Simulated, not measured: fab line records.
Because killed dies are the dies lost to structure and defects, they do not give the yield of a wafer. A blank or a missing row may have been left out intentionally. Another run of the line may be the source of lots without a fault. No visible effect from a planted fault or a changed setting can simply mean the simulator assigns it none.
Code-filled problem report in 8D (eight disciplines) form ; flow sky130 ; the parts of the form that need people (team, actions taken, sign-off) are left out

1. WHAT IS WRONG
tilt-deg at SKY_LDD_N_IMPLANT_13 reads a mean of 0.005 degrees on 6 wafers of 2 lots; wafers without a fault read 29.997 degrees with a standard deviation of 0.02. That is -99 or more standard deviations from the usual mean.
First observed at day 21 03:55: wafer L641.2, on implanter-03. The record holds 39 wafers of 13 lots with a number at this step. By rule, "out" or "out of limits" means more than 4 standard deviations away from the usual mean. The rest of the wafers with a number are treated as sound.

2. WHAT IT IS; WHAT IT IS NOT
question;is;is not
which readings at this step;tilt-deg;-
which lots;L641, L643;L632, L633, L634, L635, L638, L644, L650, L652, L653, L654, L655
which wafers of those lots;all that have a number;-
read on which tools;implanter-03;implanter-01, implanter-02
when;from day 21 03:55;"up to then (15 sound wafers); but 18 sound wafers of L644, L650, L652, L653, L654, L655 came after"

3. THE SUSPECTS, EACH WITH WHAT RULES IT OUT
Counting: any tool at a process step up to the reading is kept as a suspect provided that every lot that is out went through it and no sound lot did after the first of them.
- implanter-03 at SKY_LDD_N_IMPLANT_13: ruled out as a lasting fault. After its first lot that is out, L641 (day 21 03:55), sound lots L650, L652, L654 ran on it.
Left after counting: nothing in the record.

4. THE CAUSE (what the simulator had put in)
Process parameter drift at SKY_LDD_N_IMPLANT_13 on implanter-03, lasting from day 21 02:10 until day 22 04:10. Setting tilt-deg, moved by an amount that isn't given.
Counting ruled it out, wrongly.

5. SEQUENCE OF EFFECTS, ordered by route
Each row: a reading where the mean over the struck wafers with a number is more than 3 standard deviations away from the usual. Only readings for which the record gives a usual standard deviation are gone through. hours: the time from each lot's start at the first step in this table that gives one to its start at this step, as a median over the lots. sigmas: the change in usual standard deviations.
hours;step;reading;usual;on struck wafers;change;sigmas
0;SKY_LDD_N_IMPLANT_13;tilt-deg;29.997 degrees;0.005;-29.992;-99 or more
It contains these process steps:
- SKY_LDD_N_IMPLANT_13

6. WHAT WOULD HAVE CAUGHT IT SOONER
In this record no reading fell out of limits until day 21 03:55, 2 hours after the fault had begun at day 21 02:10.
